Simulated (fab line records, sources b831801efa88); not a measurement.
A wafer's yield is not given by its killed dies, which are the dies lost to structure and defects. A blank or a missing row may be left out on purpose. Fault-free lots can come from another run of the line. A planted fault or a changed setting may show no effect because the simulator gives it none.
Which of the tools did it? -- flow sky130 -- 30 wafers from 10 lots sampled at 6 of the route's 708 steps

== WHAT THE GAUGES READ, wafer by wafer ==
SKY_CAPM_THK_MEAS_01.
lot,measured,on,CAPM_CVD_00_THK (nm)
L291,day 37 12:59,film_metro-02,15.39 15.91 15.90
L293,day 38 02:29,film_metro-01,15.18 15.56 15.59
L295,day 38 07:18,film_metro-01,15.19 15.37 15.75
L298,day 39 15:14,film_metro-01,15.48 15.76 15.50
L299,day 39 15:58,film_metro-03,15.67 15.63 15.91
L302,day 40 04:40,film_metro-03,15.31 15.76 15.58
L305,day 41 19:34,film_metro-02,15.74 15.90 15.69
L310,day 42 14:09,film_metro-02,15.18 15.07 15.64
L309,day 42 14:43,film_metro-02,15.42 15.19 15.47
L311,day 43 04:48,film_metro-02,15.70 16.13 15.64

SKY_VIA3_THK_MEAS_23: measures by xrf.
lot,measured,on,VIA3_W_THK (nm)
L291,day 40 20:01,film_metro-03,397 398 394
L293,day 41 09:44,film_metro-04,387 386 385
L295,day 41 12:09,film_metro-02,402 396 397
L298,day 42 18:56,film_metro-02,393 395 401
L299,day 42 19:50,film_metro-03,399 400 409
L302,day 43 06:16,film_metro-02,395 392 397
L305,day 44 20:44,film_metro-04,391 394 388
L310,day 45 13:08,film_metro-04,393 396 401
L309,day 45 13:11,film_metro-02,392 388 392
L311,day 46 01:22,film_metro-04,390 392 389

SKY_CAP2M_RS_MEAS_03: uses a four-point probe to measure.
lot,measured,on,CAP2M_TIN_RS (ohm/sq)
L291,day 40 20:43,film_metro-01,6.86 6.87 6.88
L293,day 41 10:27,film_metro-04,6.92 7.00 6.94
L295,day 41 12:52,film_metro-02,6.99 7.01 7.08
L298,day 42 19:38,film_metro-01,6.04 6.82 6.95
L299,day 42 20:34,film_metro-01,6.90 6.90 6.05
L302,day 43 06:59,film_metro-02,7.01 6.95 7.03
L305,day 44 21:29,film_metro-04,6.93 6.88 6.93
L310,day 45 13:50,film_metro-02,6.89 6.86 6.77
L309,day 45 13:53,film_metro-01,7.10 6.93 6.96
L311,day 46 02:04,film_metro-04,6.93 6.98 6.90

SKY_CAP2M_THK_MEAS_04: measures by xrf.
lot,measured,on,CAP2M_TIN_THK (nm)
L291,day 40 20:50,film_metro-01,203.8 202.5 202.7
L293,day 41 10:34,film_metro-04,201.5 198.7 200.8
L295,day 41 12:59,film_metro-02,199.6 198.6 197.1
L298,day 42 19:46,film_metro-01,230.5 205.5 201.3
L299,day 42 20:39,film_metro-01,202.1 202.5 230.8
L302,day 43 07:05,film_metro-02,198.4 200.5 198.6
L305,day 44 21:35,film_metro-04,200.1 200.3 198.7
L310,day 45 13:58,film_metro-02,201.0 202.2 206.1
L309,day 45 14:01,film_metro-01,196.5 201.0 199.6
L311,day 46 02:11,film_metro-04,201.4 199.3 201.9

== TOOL THAT RAN EACH LOT (tool first, then ch and the chambers of the sampled wafers, then the start) ==
lot,SKY_METAL3_SPUTTER_03,SKY_CAP2M_SPUTTER_02
L291,"pvd_sputter-02, day 37 12:54","pvd_sputter-01, day 40 20:37"
L293,"pvd_sputter-03, day 38 02:23","pvd_sputter-02, day 41 10:19"
L295,"pvd_sputter-02, day 38 07:12","pvd_sputter-02, day 41 12:44"
L298,"pvd_sputter-02, day 39 15:09","pvd_sputter-02, day 42 19:32"
L299,"pvd_sputter-02, day 39 15:50","pvd_sputter-02, day 42 20:23"
L302,"pvd_sputter-03, day 40 04:34","pvd_sputter-01, day 43 06:50"
L305,"pvd_sputter-02, day 41 19:27","pvd_sputter-03, day 44 21:19"
L310,"pvd_sputter-03, day 42 14:04","pvd_sputter-01, day 45 13:44"
L309,"pvd_sputter-02, day 42 14:38","pvd_sputter-03, day 45 13:47"
L311,"pvd_sputter-02, day 43 04:42","pvd_sputter-02, day 46 01:56"
- SKY_METAL3_SPUTTER_03: material Ti, target thk 5 nm, time 3.3 s.
- SKY_CAP2M_SPUTTER_02: material TiN, target thk 200 nm, time 166.7 s.

== AS READ BY THE TOOLS THEMSELVES (means over the sampled wafers that have a number; for cases with no such wafer, the mark the record gives instead) ==
SKY_METAL3_SPUTTER_03.
lot,tool,cathode_dc_power_W (W),throttle_valve_pct (%)
L291,pvd_sputter-02,2999.8,28.9
L293,pvd_sputter-03,3000.0,30.7
L295,pvd_sputter-02,3000.1,29.5
L298,pvd_sputter-02,3000.1,29.0
L299,pvd_sputter-02,2999.6,29.0
L302,pvd_sputter-03,3000.1,31.3
L305,pvd_sputter-02,2999.6,28.9
L310,pvd_sputter-03,2999.8,29.8
L309,pvd_sputter-02,3000.3,29.1
L311,pvd_sputter-02,3000.4,28.9

SKY_CAP2M_SPUTTER_02.
lot,tool,cathode_dc_power_W (W),throttle_valve_pct (%)
L291,pvd_sputter-01,6499.2,32.0
L293,pvd_sputter-02,6500.2,28.8
L295,pvd_sputter-02,6499.4,28.5
L298,pvd_sputter-02,6817.0,29.6
L299,pvd_sputter-02,6817.1,29.6
L302,pvd_sputter-01,6499.5,31.1
L305,pvd_sputter-03,6499.9,31.3
L310,pvd_sputter-01,6501.8,30.4
L309,pvd_sputter-03,6499.9,30.9
L311,pvd_sputter-02,6500.2,29.8

== THE ANSWER, worked out from the rows above alone ==
Rule: what is usual is taken from the lots themselves. The widest of any qualifying gaps counts: lots, ordered by their means at a reading, are off when they make up no more than a third of the lots, leave a main group of 4 or more, and stand apart from it by 3 or more times the standard deviation of that group's means. If all means in a main group match to the digits the tables above print for the reading, that group is not used. Also off: a lot with no number at a reading for which 4 or more lots have one. Where the step has rows for the other lots, those lots are counted as sound. Order of review: gauges by route order, followed by the tools' own readings, for which a lot's mean as printed above is used. The first step at which some lot is off is used, and at that step the reading that is off furthest; a lot without a number counts as furthest.
Off: at SKY_CAP2M_RS_MEAS_03 (CAP2M_TIN_RS), L298, L299. Main group: mean 6.94 ohm/sq, sd 0.061.
A tool fits if, at a process step before that reading, it ran every lot that is off, and no sound lot after the first of them. Not tried: the gauges at SKY_CAP2M_RS_MEAS_03; whatever is off there is also off at SKY_CAP2M_SPUTTER_02, on other tools, and gauge error can't account for it. No candidate that was tried fits.

== WHAT THE SIMULATOR HAD INSERTED ==
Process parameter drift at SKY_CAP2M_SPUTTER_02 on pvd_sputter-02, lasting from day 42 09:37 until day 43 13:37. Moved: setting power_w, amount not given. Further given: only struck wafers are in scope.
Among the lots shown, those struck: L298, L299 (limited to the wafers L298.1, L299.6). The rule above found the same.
